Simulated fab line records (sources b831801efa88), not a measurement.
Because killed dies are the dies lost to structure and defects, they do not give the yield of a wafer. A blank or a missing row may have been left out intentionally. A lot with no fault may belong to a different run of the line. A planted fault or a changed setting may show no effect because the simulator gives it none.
Comparing a struck lot with a sound one    flow sky130    14 out of 708 route steps
Sound: wafers L690.3, L690.4, L690.6. Wafers L696.1, L696.4, L696.5 were the ones struck. The cause is given at the end.
At each step with rows: each side's tool, then ch and its chambers, then its first start. Under that, the readings that differ: sound wafers    struck wafers    difference of the means    sigmas: that difference in standard deviations of wafers without a fault.
alike: words and numbers the same on both sides, and readings whose means are apart by under 2 such deviations; not compared: readings that were withheld, readings missing a value for some wafer, numbers with overlapping values and no deviation given by the record, and bounds like >300 which may hide the same value.
A row with sigmas, a row that says differs or no value, or rows on one side alone: a step with any of these is where the two part. Non-overlapping numbers with no deviation appear without sigmas and do not part them. A reading that every wafer of one side lacks parts them only if that side has two wafers or more.

SKY_POLY_GATE_ETCH_17: etches poly-Si in HBr/Cl2, stops on SiO2, target depth 180 nm, time 70.5 s.
  sound on rie si-02 ch 0,1, day 19 02:23; struck on rie si-02 ch 0,3, day 21 15:32
  alike: drypump motor current A, oes product au, throttle valve pct
  not compared: rf hours counter h
SKY_POLY_GATE_STRIP_18: strips in O2/N2.
  sound on plasma asher-03 ch 0,1, day 19 02:28; struck on plasma asher-02 ch 0,1, day 21 15:35
  alike: drypump motor current A, oes product au, strip time to endpoint s
  not compared: rf hours counter h
then, 2 steps without rows for these wafers: SKY_POLY_GATE_CLEAN_19 (cleans in SC1/SC2, time 150 s); SKY_POLY_GATE_OXIDATION_20 (stabilise 600 s, purge 300 s, target thk 4 nm).
SKY_POLY_GATE_THK_MEAS_21:
  sound on film metro-02 at day 19 03:59; struck on film metro-02 at day 21 17:00
  alike: POLY_GATE_OXIDATION_THK
SKY_POLY_GATE_CD_MEAS_22:
  sound on cd sem-01 at day 19 04:05; struck on cd sem-02 at day 21 17:04
  alike: cd nm
then, 6 steps without rows for these wafers: SKY_LDD_N_DEHYDRATE_00 (time 60 s); SKY_LDD_N_HMDS_01 (prime time 60 s); SKY_LDD_N_COAT_02 (resist thk 300 nm); SKY_LDD_N_SOFTBAKE_03 (time 60 s); SKY_LDD_N_EXPOSE_04 (exposes mask NTM, target cd 840 nm); SKY_LDD_N_PEB_05.
SKY_LDD_N_DEVELOP_06: develop time 60 s.
  sound on litho track-02 ch 0, day 20 11:05; struck on litho track-01, day 22 23:08
  no value came back on the struck wafers for chill plate temp C (C), develop time s (s), developer temp C (C); on the sound wafers chill plate temp C (C) reads 23.08 23.04 22.98
SKY_LDD_N_OVL_MEAS_07:
  sound on overlay-02 at day 20 11:12; struck on overlay-02 at day 22 23:17
reading         sound        struck  difference                     sigmas
LDD_N_OVL (nm)  2.6 0.5 1.4  - - -   no value on the struck wafers  

== WHERE THEY PART ==
First at SKY_LDD_N_DEVELOP_06; last, within this record, at SKY_LDD_N_OVL_MEAS_07.

WHY: the cause the simulator had injected
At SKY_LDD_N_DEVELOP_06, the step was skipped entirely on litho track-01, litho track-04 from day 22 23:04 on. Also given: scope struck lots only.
